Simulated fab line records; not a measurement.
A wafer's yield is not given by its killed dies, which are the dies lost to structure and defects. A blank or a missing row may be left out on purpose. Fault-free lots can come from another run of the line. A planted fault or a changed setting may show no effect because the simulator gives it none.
Split-lot study    flow gf180mcu    23 wafers read from 5 lots, route of 602 steps

ON THE SPLIT
At GF_SALICIDE_SPUTTER_03 (material TiN, target thk 20 nm, time 16.7 s), the setting time_s was moved away from the recipe's 16.7 s on 8 of the 23 wafers read, by -12.5% to +5.8%. For the rest of the wafers, this setting stayed at what the recipe calls for.

No step appears in the file between the split and the reading.

THE READING
SALICIDE_TIN_THK, in nm, at GF_SALICIDE_THK_MEAS_05 (measures by xrf). On this fab line, fault-free wafers typically give 20.00 nm with a standard deviation of 0.25 nm.

wafer   tool, chamber at the split  time_s as run, s  against the recipe  SALICIDE_TIN_THK, nm  against lot-mates on the recipe
L075.1  pvd_sputter-03, -           17.67             +5.8%               20.70                 +1.03
L075.2  pvd_sputter-03, -           16.7              recipe              19.82                 -
L075.3  pvd_sputter-03, -           16.7              recipe              19.50                 -
L075.4  pvd_sputter-03, -           16.7              recipe              19.69                 -
L075.5  pvd_sputter-03, -           17.67             +5.8%               20.76                 +1.09
L076.2  pvd_sputter-03, -           15.2              -9.0%               18.31                 -1.84
L076.3  pvd_sputter-03, -           15.2              -9.0%               18.52                 -1.63
L076.4  pvd_sputter-03, -           16.7              recipe              20.16                 -
L076.5  pvd_sputter-03, -           16.7              recipe              20.14                 -
L076.6  pvd_sputter-03, -           15.2              -9.0%               18.34                 -1.81
L082.1  pvd_sputter-03, -           16.7              recipe              19.62                 -
L082.2  pvd_sputter-03, -           16.7              recipe              19.81                 -
L082.4  pvd_sputter-03, -           16.7              recipe              19.74                 -
L082.5  pvd_sputter-03, -           16.7              recipe              19.62                 -
L082.6  pvd_sputter-03, -           16.7              recipe              19.89                 -
L083.1  pvd_sputter-03, -           14.62             -12.5%              17.50                 -2.36
L083.2  pvd_sputter-03, -           16.7              recipe              19.78                 -
L083.3  pvd_sputter-03, -           14.62             -12.5%              17.30                 -2.56
L083.4  pvd_sputter-03, -           14.62             -12.5%              17.51                 -2.35
L083.6  pvd_sputter-03, -           16.7              recipe              19.94                 -
L084.2  pvd_sputter-01, -           16.7              recipe              19.79                 -
L084.3  pvd_sputter-01, -           16.7              recipe              19.97                 -
L084.5  pvd_sputter-01, -           16.7              recipe              19.49                 -

THE FIT
A straight line over all 23 wafers: SALICIDE_TIN_THK changes by +0.176 nm for each +1% of time_s; r = +0.98; the points scatter about the line by 0.2 nm.
The same after taking each lot's own level away (the mean of its wafers on the recipe; 23 wafers): +0.193 nm for each +1%; r = +0.99; scatter 0.12 nm.
Per that fit: largest time_s move, reading shift of 2.4 nm.
From 19.670 to 20.150 nm: that is the span of the lots' own levels, equal to 1.9 times the standard deviation above.
The two slopes are in agreement: the lot-to-lot level therefore moves the slope only a little.
Check: -2.43 nm against its lot-mates is what the line predicts for one of the wafers moved furthest among these (-12.5%) when that wafer is left out of the fit. Against them it came out at -2.36 nm.

FURTHER SPLITS ON THESE WAFERS
Before the reading, these wafers also passed through other splits. Each is held against what the fit with the lots' levels taken away leaves over:
other split on the same wafers    wafers away from the commonest value  r with SALICIDE_TIN_THK (lot level and that fit taken away)
GF_PSD_DEVELOP_06 develop_time_s  8                                     -0.02
GF_SAB_DEVELOP_08 dev_temp_c      4                                     -0.26

THE WHOLE CHAIN: every reading that the file lists as answering this split, in the file's order
step                     what it does                                 reading                                                                             change (the file's fit)                r (the file's)
GF_SALICIDE_SPUTTER_03   material TiN, target thk 20 nm, time 16.7 s  TiN_of_SALICIDE_SPUTTER_03.thk_nm (the simulator's own value, which no gauge read)  +0.196 nm for each +1% of the setting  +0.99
GF_SALICIDE_THK_MEAS_05  measures by xrf                              SALICIDE_TIN_THK                                                                    +0.194 for each +1% of the setting     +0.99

FILE'S OWN FIT
SALICIDE_TIN_THK changes by +0.194 nm for each +1% of time_s, r = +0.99.
